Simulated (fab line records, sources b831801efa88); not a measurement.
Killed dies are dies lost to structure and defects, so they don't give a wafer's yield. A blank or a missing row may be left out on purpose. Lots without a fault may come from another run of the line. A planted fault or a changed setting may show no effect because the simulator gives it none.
A struck lot beside a sound one | flow sfq_line | 21 steps out of a route of 325
Sound: wafers L353.2, L353.5, L353.6. Struck: wafers L362.1, L362.4, L362.6. The cause comes at the end.
At each step with rows: each side's tool, then ch and its chambers, then its first start. Under that, the readings that differ: sound wafers | struck wafers | difference of the means | sigmas: that difference in standard deviations of wafers without a fault.
alike: readings whose means differ by less than 2 such deviations, and words and numbers that are the same on both sides. not compared: withheld readings, readings that some wafer has no value for, bounds like >300 that may hide the same value, and numbers for which the record gives no deviation and whose values overlap.
The two part at a step that has a row with sigmas, a row that says differs or no value, or rows on one side only. Numbers that don't overlap but have no deviation are shown without sigmas and don't part them. A reading that every wafer of one side lacks parts them only if that side has two wafers or more.

SFQ_L0_THK_MEAS_902: measures by xrf.
  sound on film_metro-02, day 3 14:41; struck on film_metro-02, day 5 11:41
  alike: L0_MONX_KI_THK
then, 6 steps without rows for these wafers: SFQ_TRILAYER_L0_LITHO_COAT_010 (resist thk 62 nm); SFQ_TRILAYER_L0_LITHO_COAT_005 (resist thk 600 nm); SFQ_TRILAYER_L0_LITHO_SOFTBAKE_009; SFQ_TRILAYER_L0_LITHO_EXPOSE_006 (exposes mask L0, target cd 2000 nm); SFQ_TRILAYER_L0_LITHO_PEB_008 (peb time 60 s); SFQ_TRILAYER_L0_LITHO_DEVELOP_007 (time 60 s).
-- the record jumps here: 4 days lie between the struck wafers' starts before and after --
SFQ_TRILAYER_L0_BARC_OPEN_METAL_ETCH_010: etches BARC in O2, target depth 125 nm, time 41.7 s.
  sound on rie_metal-01 ch 0,1, day 6 17:30; struck on rie_metal-02 ch 0,1, day 9 03:20
  alike: drypump_motor_current_A, oes_product_au
  not compared: rf_hours_counter_h
SFQ_TRILAYER_L0_ETCH_METAL_ETCH_008: etches MoNx KI in SF6/O2, stops on SiO2, target depth 50 nm, time 25 s.
  sound on rie_metal-01 ch 0,1, day 6 17:34; struck on rie_metal-02 ch 0,1, day 9 03:23
  alike: drypump_motor_current_A, oes_product_au
  not compared: rf_hours_counter_h
SFQ_TRILAYER_L0_STRIP_STRIP_009: strips in O2.
  sound on rie_metal-01 ch 0,1, day 6 17:36; struck on rie_metal-02 ch 0,1, day 9 03:26
  alike: drypump_motor_current_A, oes_product_au
  not compared: rf_hours_counter_h
then, 1 step without rows for these wafers: SFQ_TRILAYER_L0_STRIP_SOLV_CLEAN_010 (cleans in NMP, time 600 s).
SFQ_TRILAYER_L0_CAP_PECVD_011: deposits SiO2 from SiH4/N2O, time 13.333 s, target thk 60 nm.
  sound on pecvd-01 ch 1,2, day 6 18:23; struck on pecvd-04 ch 0,1,2, day 9 04:13
  alike: heater_power_outer_w, heater_power_w, throttle_valve_pct
SFQ_TRILAYER_L0_VIA_LITHO_COAT_018: resist thk 62 nm.
  sound on litho_track-02 ch 0, day 6 18:32; struck on litho_track-02 ch 0, day 9 04:14
  reading                                                  | sound            | struck            | difference | sigmas
  model.BARC_of_TRILAYER_L0_VIA_LITHO_COAT_018.thk_nm (nm) | 61.8 61.97 61.75 | 58.66 59.05 58.89 | -2.97      |
then, 5 steps without rows for these wafers: SFQ_TRILAYER_L0_VIA_LITHO_COAT_013 (resist thk 650 nm); SFQ_TRILAYER_L0_VIA_LITHO_SOFTBAKE_017; SFQ_TRILAYER_L0_VIA_LITHO_EXPOSE_014 (exposes mask L0V, target cd 700 nm); SFQ_TRILAYER_L0_VIA_LITHO_PEB_016 (peb time 60 s); SFQ_TRILAYER_L0_VIA_LITHO_DEVELOP_015 (time 60 s).
-- the record jumps here: 4 days lie between the struck wafers' starts before and after --
SFQ_L0V_OVL_MEAS_903:
  sound on overlay-01, day 10 18:05; struck on overlay-02, day 13 12:08
  alike: L0V_OVL
SFQ_TRILAYER_L0_VIA_BARC_OPEN_VIA_ETCH_021: etches BARC in O2, target depth 125 nm, time 41.7 s.
  sound on rie_diel-04 ch 0,2,3, day 10 18:07; struck on rie_diel-01 ch 1,2,3, day 13 12:10
  reading                  | sound             | struck            | difference | sigmas
  oes_product_au (a.u.)    | 0.691 0.687 0.684 | 0.663 0.670 0.674 | -0.018     | -4
  model.etch.depth_nm (nm) | 61.8 61.97 61.75  | 58.66 59.05 58.89 | -2.97      |
  alike: drypump_motor_current_A
  not compared: rf_hours_counter_h
SFQ_TRILAYER_L0_VIA_ETCH_VIA_ETCH_016: etches SiO2 in CHF3, stops on MoNx KI, target depth 80 nm.
  sound on rie_diel-04 ch 0,2,3, day 10 18:09; struck on rie_diel-01 ch 1,2,3, day 13 12:13
  alike: drypump_motor_current_A, oes_product_au

WHERE THEY PART
Only at SFQ_TRILAYER_L0_VIA_BARC_OPEN_VIA_ETCH_021, within this record. Later steps at which nothing parts them and some readings are alike: SFQ_TRILAYER_L0_VIA_ETCH_VIA_ETCH_016.

WHY: what the simulator had put in
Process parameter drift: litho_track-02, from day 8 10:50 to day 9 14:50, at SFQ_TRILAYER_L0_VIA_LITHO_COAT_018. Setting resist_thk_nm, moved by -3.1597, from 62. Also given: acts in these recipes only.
